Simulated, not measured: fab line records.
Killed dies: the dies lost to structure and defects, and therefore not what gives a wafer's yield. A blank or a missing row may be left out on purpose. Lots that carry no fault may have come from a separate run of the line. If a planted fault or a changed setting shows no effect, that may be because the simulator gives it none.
Which tool is to blame? + flow sky130 + 24 lots, 72 wafers sampled, at 6 steps of a route of 708

## WHAT THE GAUGES SHOWED, per wafer
The record holds no reading of a measuring or inspecting step that can be judged against a usual standard deviation.

## WHICH TOOL RAN EACH LOT (tool, then ch and the chambers of the sampled wafers, then the start)
| lot  | SKY_METAL2_SPUTTER_03        | SKY_VIA3_ETCH_15                   | SKY_METAL4_SPUTTER_01        | SKY_CAP2M_CVD_00                | SKY_VIA4_SPUTTER_17          | SKY_METAL5_DESCUM_14              |
|------|------------------------------|------------------------------------|------------------------------|---------------------------------|------------------------------|-----------------------------------|
| L074 | pvd_sputter-02, day 33 17:18 | rie_diel-01 ch 0,3, day 39 10:28   | pvd_sputter-04, day 39 11:53 | pecvd-04 ch 1,2, day 39 12:01   | pvd_sputter-04, day 42 16:03 | rie_metal-03 ch 0,1, day 43 15:44 |
| L075 | pvd_sputter-04, day 34 10:15 | rie_diel-01 ch 1,2, day 40 03:10   | pvd_sputter-01, day 40 04:32 | pecvd-04 ch 0,1,2, day 40 04:40 | pvd_sputter-03, day 43 05:41 | rie_metal-01 ch 0,1, day 44 04:50 |
| L076 | pvd_sputter-04, day 34 13:35 | rie_diel-01 ch 0,1,2, day 40 04:37 | pvd_sputter-04, day 40 05:58 | pecvd-02 ch 0,2, day 40 06:05   | pvd_sputter-02, day 43 07:08 | rie_metal-04 ch 0,1, day 44 06:16 |
| L077 | pvd_sputter-04, day 35 05:19 | rie_diel-01 ch 0,1,2, day 40 19:30 | pvd_sputter-01, day 40 20:53 | pecvd-03 ch 0,1, day 40 21:01   | pvd_sputter-03, day 43 21:52 | rie_metal-03 ch 0,1, day 44 21:08 |
| L078 | pvd_sputter-01, day 35 06:37 | rie_diel-02 ch 0,1, day 40 20:23   | pvd_sputter-04, day 40 21:45 | pecvd-02 ch 1,2, day 40 21:53   | pvd_sputter-02, day 43 22:28 | rie_metal-04 ch 0,1, day 44 21:25 |
| L079 | pvd_sputter-02, day 35 21:32 | rie_diel-02 ch 2,3, day 41 10:35   | pvd_sputter-01, day 41 11:55 | pecvd-02 ch 0,1,2, day 41 12:03 | pvd_sputter-04, day 44 12:14 | rie_metal-04 ch 0,1, day 45 10:05 |
| L080 | pvd_sputter-02, day 35 23:44 | rie_diel-02 ch 0,2,3, day 41 11:58 | pvd_sputter-03, day 41 13:34 | pecvd-04 ch 1,2, day 41 13:41   | pvd_sputter-03, day 44 13:13 | rie_metal-03 ch 1, day 45 11:10   |
| L081 | pvd_sputter-01, day 36 08:27 | rie_diel-04 ch 1,3, day 41 18:05   | pvd_sputter-04, day 41 19:50 | pecvd-03 ch 0,1, day 41 19:58   | pvd_sputter-02, day 44 19:37 | rie_metal-04 ch 0,1, day 45 17:40 |
| L083 | pvd_sputter-02, day 37 03:58 | rie_diel-02 ch 0,1,3, day 42 13:23 | pvd_sputter-03, day 42 14:53 | pecvd-02 ch 0,2, day 42 15:01   | pvd_sputter-02, day 45 13:30 | rie_metal-01 ch 0,1, day 46 10:52 |
| L082 | pvd_sputter-01, day 37 05:55 | rie_diel-04 ch 1,2,3, day 42 15:02 | pvd_sputter-01, day 42 16:24 | pecvd-03 ch 0, day 42 16:32     | pvd_sputter-02, day 45 14:11 | rie_metal-04 ch 0,1, day 46 11:56 |
| L084 | pvd_sputter-02, day 37 16:15 | rie_diel-04 ch 2,3, day 42 23:54   | pvd_sputter-03, day 43 01:15 | pecvd-02 ch 1,2, day 43 01:23   | pvd_sputter-02, day 45 21:59 | rie_metal-03 ch 0,1, day 46 19:47 |
| L085 | pvd_sputter-02, day 37 17:25 | rie_diel-04 ch 1,3, day 43 00:34   | pvd_sputter-04, day 43 01:55 | pecvd-03 ch 0,2, day 43 02:02   | pvd_sputter-04, day 45 22:01 | rie_metal-01 ch 0,1, day 46 19:55 |
| L086 | pvd_sputter-02, day 37 22:40 | rie_diel-01 ch 0,2, day 43 05:46   | pvd_sputter-04, day 43 07:06 | pecvd-03 ch 0, day 43 07:14     | pvd_sputter-03, day 46 02:50 | rie_metal-04 ch 0,1, day 46 23:05 |
| L087 | pvd_sputter-02, day 38 03:25 | rie_diel-02 ch 0,2, day 43 11:01   | pvd_sputter-03, day 43 12:23 | pecvd-04 ch 0,1,2, day 43 12:31 | pvd_sputter-04, day 46 08:02 | rie_metal-03 ch 0,1, day 47 04:41 |
| L088 | pvd_sputter-01, day 38 13:25 | rie_diel-01 ch 0,1,2, day 43 18:24 | pvd_sputter-01, day 43 19:44 | pecvd-04 ch 1,2, day 43 19:52   | pvd_sputter-04, day 46 15:02 | rie_metal-03 ch 0,1, day 47 12:37 |
| L089 | pvd_sputter-01, day 38 22:32 | rie_diel-01 ch 0,2,3, day 44 02:51 | pvd_sputter-03, day 44 04:11 | pecvd-02 ch 0,1, day 44 04:19   | pvd_sputter-04, day 46 22:58 | rie_metal-04 ch 0,1, day 47 19:01 |
| L090 | pvd_sputter-01, day 39 05:11 | rie_diel-04 ch 0,2,3, day 44 09:21 | pvd_sputter-04, day 44 10:44 | pecvd-04 ch 1,2, day 44 10:52   | pvd_sputter-02, day 47 04:31 | rie_metal-04 ch 0, day 48 00:16   |
| L092 | pvd_sputter-04, day 39 08:22 | rie_diel-01 ch 2,3, day 44 13:02   | pvd_sputter-01, day 44 14:23 | pecvd-02 ch 0,1,2, day 44 14:31 | pvd_sputter-02, day 47 08:01 | rie_metal-01 ch 0,1, day 48 04:29 |
| L091 | pvd_sputter-02, day 39 12:49 | rie_diel-01 ch 0,2,3, day 44 16:22 | pvd_sputter-03, day 44 17:42 | pecvd-04 ch 0,1,2, day 44 17:50 | pvd_sputter-02, day 47 11:22 | rie_metal-04 ch 0,1, day 48 07:47 |
| L093 | pvd_sputter-01, day 39 23:04 | rie_diel-01 ch 0,1,3, day 45 00:32 | pvd_sputter-03, day 45 01:52 | pecvd-03 ch 1,2, day 45 02:00   | pvd_sputter-04, day 47 18:05 | rie_metal-04 ch 0,1, day 48 14:05 |
| L094 | pvd_sputter-02, day 40 03:37 | rie_diel-01 ch 0,1,3, day 45 05:09 | pvd_sputter-04, day 45 06:30 | pecvd-02 ch 1,2, day 45 06:38   | pvd_sputter-02, day 47 22:52 | rie_metal-03 ch 0,1, day 48 19:05 |
| L095 | pvd_sputter-01, day 40 09:55 | rie_diel-02 ch 0,2,3, day 45 09:22 | pvd_sputter-03, day 45 10:43 | pecvd-03 ch 0,2, day 45 10:50   | pvd_sputter-03, day 48 02:04 | rie_metal-01 ch 0,1, day 48 21:16 |
| L096 | pvd_sputter-04, day 40 20:55 | rie_diel-02 ch 1,3, day 45 19:35   | pvd_sputter-03, day 45 20:55 | pecvd-02 ch 0,1, day 45 21:03   | pvd_sputter-03, day 48 12:54 | rie_metal-01 ch 1, day 49 07:17   |
| L097 | pvd_sputter-01, day 41 04:46 | rie_diel-02 ch 0,1,2, day 46 02:05 | pvd_sputter-03, day 46 03:27 | pecvd-03 ch 0,2, day 46 03:35   | pvd_sputter-04, day 48 17:31 | rie_metal-03 ch 0,1, day 49 12:19 |
- SKY_METAL2_SPUTTER_03: material Ti, target thk 5 nm, time 3.3 s.
- SKY_VIA3_ETCH_15: etches SiO2 in C4F8/O2/Ar, stops on TiN, target depth 507 nm, time 78 s.
- SKY_METAL4_SPUTTER_01: material TiN, target thk 20 nm, time 16.7 s.
- SKY_CAP2M_CVD_00: deposits SiO2, target thk 15.5 nm.
- SKY_VIA4_SPUTTER_17: material TiN, target thk 20 nm, time 80 s.
- SKY_METAL5_DESCUM_14: chemistry O2, time 11 s.

## AS READ BY THE TOOLS THEMSELVES (means over the sampled wafers that have a number; for cases with no such wafer, the mark the record gives instead)
SKY_METAL2_SPUTTER_03.
| lot  | tool           | throttle_valve_pct (%) |
|------|----------------|------------------------|
| L074 | pvd_sputter-02 | 31.1                   |
| L075 | pvd_sputter-04 | 29.2                   |
| L076 | pvd_sputter-04 | 30.2                   |
| L077 | pvd_sputter-04 | 29.8                   |
| L078 | pvd_sputter-01 | 29.8                   |
| L079 | pvd_sputter-02 | 31.1                   |
| L080 | pvd_sputter-02 | 29.9                   |
| L081 | pvd_sputter-01 | 30.5                   |
| L083 | pvd_sputter-02 | 31.0                   |
| L082 | pvd_sputter-01 | 30.8                   |
| L084 | pvd_sputter-02 | 30.5                   |
| L085 | pvd_sputter-02 | 30.6                   |
| L086 | pvd_sputter-02 | 31.1                   |
| L087 | pvd_sputter-02 | 30.6                   |
| L088 | pvd_sputter-01 | 29.2                   |
| L089 | pvd_sputter-01 | 29.9                   |
| L090 | pvd_sputter-01 | 30.5                   |
| L092 | pvd_sputter-04 | 29.8                   |
| L091 | pvd_sputter-02 | 31.1                   |
| L093 | pvd_sputter-01 | 31.3                   |
| L094 | pvd_sputter-02 | 30.6                   |
| L095 | pvd_sputter-01 | 29.1                   |
| L096 | pvd_sputter-04 | 29.0                   |
| L097 | pvd_sputter-01 | 30.0                   |

SKY_VIA3_ETCH_15.
| lot  | tool        | oes_product_au (a.u.) |
|------|-------------|-----------------------|
| L074 | rie_diel-01 | 0.938                 |
| L075 | rie_diel-01 | 0.935                 |
| L076 | rie_diel-01 | 0.942                 |
| L077 | rie_diel-01 | 0.936                 |
| L078 | rie_diel-02 | 0.941                 |
| L079 | rie_diel-02 | 0.939                 |
| L080 | rie_diel-02 | 0.937                 |
| L081 | rie_diel-04 | 0.935                 |
| L083 | rie_diel-02 | 0.933                 |
| L082 | rie_diel-04 | 0.932                 |
| L084 | rie_diel-04 | 0.939                 |
| L085 | rie_diel-04 | 0.942                 |
| L086 | rie_diel-01 | 0.938                 |
| L087 | rie_diel-02 | 0.936                 |
| L088 | rie_diel-01 | 0.943                 |
| L089 | rie_diel-01 | 0.939                 |
| L090 | rie_diel-04 | 0.937                 |
| L092 | rie_diel-01 | 0.937                 |
| L091 | rie_diel-01 | 0.937                 |
| L093 | rie_diel-01 | 0.939                 |
| L094 | rie_diel-01 | 0.944                 |
| L095 | rie_diel-02 | 0.941                 |
| L096 | rie_diel-02 | 0.940                 |
| L097 | rie_diel-02 | 0.935                 |

SKY_METAL4_SPUTTER_01.
| lot  | tool           | throttle_valve_pct (%) |
|------|----------------|------------------------|
| L074 | pvd_sputter-04 | 30.2                   |
| L075 | pvd_sputter-01 | 30.8                   |
| L076 | pvd_sputter-04 | 29.5                   |
| L077 | pvd_sputter-01 | 30.4                   |
| L078 | pvd_sputter-04 | 30.0                   |
| L079 | pvd_sputter-01 | 30.0                   |
| L080 | pvd_sputter-03 | 30.0                   |
| L081 | pvd_sputter-04 | 29.2                   |
| L083 | pvd_sputter-03 | 30.5                   |
| L082 | pvd_sputter-01 | 29.5                   |
| L084 | pvd_sputter-03 | 29.9                   |
| L085 | pvd_sputter-04 | 29.8                   |
| L086 | pvd_sputter-04 | 29.6                   |
| L087 | pvd_sputter-03 | 29.9                   |
| L088 | pvd_sputter-01 | 30.5                   |
| L089 | pvd_sputter-03 | 30.3                   |
| L090 | pvd_sputter-04 | 30.7                   |
| L092 | pvd_sputter-01 | 30.3                   |
| L091 | pvd_sputter-03 | 30.2                   |
| L093 | pvd_sputter-03 | 29.7                   |
| L094 | pvd_sputter-04 | 29.1                   |
| L095 | pvd_sputter-03 | 30.5                   |
| L096 | pvd_sputter-03 | 30.2                   |
| L097 | pvd_sputter-03 | 30.7                   |

SKY_CAP2M_CVD_00.
| lot  | tool     | heater_power_w (W) |
|------|----------|--------------------|
| L074 | pecvd-04 | 760                |
| L075 | pecvd-04 | 654                |
| L076 | pecvd-02 | 659                |
| L077 | pecvd-03 | 671                |
| L078 | pecvd-02 | 738                |
| L079 | pecvd-02 | 712                |
| L080 | pecvd-04 | 661                |
| L081 | pecvd-03 | 740                |
| L083 | pecvd-02 | 637                |
| L082 | pecvd-03 | 632                |
| L084 | pecvd-02 | 768                |
| L085 | pecvd-03 | 669                |
| L086 | pecvd-03 | 609                |
| L087 | pecvd-04 | 647                |
| L088 | pecvd-04 | 661                |
| L089 | pecvd-02 | 621                |
| L090 | pecvd-04 | 725                |
| L092 | pecvd-02 | 692                |
| L091 | pecvd-04 | 674                |
| L093 | pecvd-03 | 805                |
| L094 | pecvd-02 | 698                |
| L095 | pecvd-03 | 670                |
| L096 | pecvd-02 | 574                |
| L097 | pecvd-03 | 669                |

SKY_VIA4_SPUTTER_17.
| lot  | tool           | throttle_valve_pct (%) |
|------|----------------|------------------------|
| L074 | pvd_sputter-04 | 29.3                   |
| L075 | pvd_sputter-03 | 30.1                   |
| L076 | pvd_sputter-02 | 31.2                   |
| L077 | pvd_sputter-03 | 30.5                   |
| L078 | pvd_sputter-02 | 31.1                   |
| L079 | pvd_sputter-04 | 29.5                   |
| L080 | pvd_sputter-03 | 29.9                   |
| L081 | pvd_sputter-02 | 30.6                   |
| L083 | pvd_sputter-02 | 31.2                   |
| L082 | pvd_sputter-02 | 30.6                   |
| L084 | pvd_sputter-02 | 31.0                   |
| L085 | pvd_sputter-04 | 29.7                   |
| L086 | pvd_sputter-03 | 30.4                   |
| L087 | pvd_sputter-04 | 30.6                   |
| L088 | pvd_sputter-04 | 29.4                   |
| L089 | pvd_sputter-04 | 29.3                   |
| L090 | pvd_sputter-02 | 31.1                   |
| L092 | pvd_sputter-02 | 30.6                   |
| L091 | pvd_sputter-02 | 30.5                   |
| L093 | pvd_sputter-04 | 30.9                   |
| L094 | pvd_sputter-02 | 30.6                   |
| L095 | pvd_sputter-03 | 30.4                   |
| L096 | pvd_sputter-03 | 30.4                   |
| L097 | pvd_sputter-04 | 29.5                   |

SKY_METAL5_DESCUM_14.
| lot  | tool         | drypump_motor_current_A (A) | he_backside_leak_sccm (sccm) | oes_product_au (a.u.) |
|------|--------------|-----------------------------|------------------------------|-----------------------|
| L074 | rie_metal-03 | 5.8                         | 3.39                         | 1.004                 |
| L075 | rie_metal-01 | 5.5                         | 3.31                         | 1.005                 |
| L076 | rie_metal-04 | 5.3                         | 3.34                         | 0.996                 |
| L077 | rie_metal-03 | 5.8                         | 3.25                         | 0.997                 |
| L078 | rie_metal-04 | 5.5                         | 3.43                         | 0.999                 |
| L079 | rie_metal-04 | 5.5                         | 3.68                         | 0.996                 |
| L080 | rie_metal-03 | 6.5                         | 3.03                         | 1.015                 |
| L081 | rie_metal-04 | 5.3                         | 3.33                         | 0.996                 |
| L083 | rie_metal-01 | 5.5                         | 3.23                         | 0.991                 |
| L082 | rie_metal-04 | 5.5                         | 3.31                         | 1.001                 |
| L084 | rie_metal-03 | 5.8                         | 3.56                         | 1.010                 |
| L085 | rie_metal-01 | 5.4                         | 3.24                         | 0.983                 |
| L086 | rie_metal-04 | 5.4                         | 3.29                         | 0.998                 |
| L087 | rie_metal-03 | 6.1                         | 3.21                         | 1.006                 |
| L088 | rie_metal-03 | 6.1                         | 3.30                         | 1.005                 |
| L089 | rie_metal-04 | 5.5                         | 3.21                         | 1.000                 |
| L090 | rie_metal-04 | 5.6                         | 3.06                         | 0.995                 |
| L092 | rie_metal-01 | 5.4                         | 3.34                         | 0.994                 |
| L091 | rie_metal-04 | 5.3                         | 3.41                         | 0.989                 |
| L093 | rie_metal-04 | 5.3                         | 3.26                         | 1.001                 |
| L094 | rie_metal-03 | 5.8                         | 3.45                         | 1.009                 |
| L095 | rie_metal-01 | 5.3                         | 3.27                         | 1.011                 |
| L096 | rie_metal-01 | 5.1                         | 3.18                         | 1.013                 |
| L097 | rie_metal-03 | 5.8                         | 3.50                         | 1.013                 |

## THE ANSWER, worked out from the rows above alone
Rule: usual is defined by the lots themselves. Put in order of their means at a reading, lots are off if they are a third of the lots or fewer, leave a main group of 4 or more, and stand apart from it by a gap of 3 or more times the standard deviation of the main group's means; of several such gaps the widest counts. Not used: any main group whose means are identical at the precision the tables above print for the reading. Also off: a lot with no number at a reading for which 4 or more lots have one. Any other lot the step has rows for is counted as sound. Order of review: gauges by route order, followed by the tools' own readings, for which a lot's mean as printed above is used. At the first step where some lot is off, the reading lying furthest off is the one used; lots without a number count as furthest.
Nothing can be told from this: no lot is off at any reading shown.

## WHAT HAD BEEN PUT IN BY THE SIMULATOR
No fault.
